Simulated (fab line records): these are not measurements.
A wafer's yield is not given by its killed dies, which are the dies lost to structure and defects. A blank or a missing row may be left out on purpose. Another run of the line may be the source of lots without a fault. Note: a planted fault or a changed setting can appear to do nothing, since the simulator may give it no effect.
Which of the tools did it? :: flow sky130 :: at 1 step of a route of 708, 6 lots with 18 wafers sampled

WHAT THE GAUGES READ, wafer by wafer
SKY_VT_ADJUST_LVTN_OVL_MEAS_18.
lot: L798
measured: day 7 17:20
on: overlay-01
VT_ADJUST_LVTN_01_OVL (nm): 2.5 1.1 0.9

lot: L800
measured: day 8 04:41
on: overlay-02
VT_ADJUST_LVTN_01_OVL (nm): -1.9 -2.8 -2.2

lot: L802
measured: day 8 18:21
on: overlay-02
VT_ADJUST_LVTN_01_OVL (nm): 0.4 0.6 0.6

lot: L804
measured: day 9 13:10
on: overlay-01
VT_ADJUST_LVTN_01_OVL (nm): 0.1 -0.1 -0.7

lot: L806
measured: day 9 23:14
on: overlay-02
VT_ADJUST_LVTN_01_OVL (nm): -1.0 -1.7 -1.6

lot: L808
measured: day 10 12:44
on: overlay-02
VT_ADJUST_LVTN_01_OVL (nm): -1.2 -1.7 -1.4

EACH LOT AND THE TOOL THAT RAN IT (in order: tool; ch and the chambers of the sampled wafers; start)
Record: no process step prior to these readings.

THE ANSWER, worked out from the rows above alone
Rule: usual is defined by the lots themselves. Put in order of their means at a reading, lots are off if they are a third of the lots or fewer, leave a main group of 4 or more, and stand apart from it by a gap of 3 or more times the standard deviation of the main group's means; of several such gaps the widest counts. Not used: any main group whose means are identical at the precision the tables above print for the reading. A lot without any number at a reading at which 4 lots or more have one is off too. Where the step has rows for the other lots, those lots are counted as sound.
No lot is off on any of the readings shown, so nothing can be concluded from this.

WHAT THE SIMULATOR HAD PUT IN
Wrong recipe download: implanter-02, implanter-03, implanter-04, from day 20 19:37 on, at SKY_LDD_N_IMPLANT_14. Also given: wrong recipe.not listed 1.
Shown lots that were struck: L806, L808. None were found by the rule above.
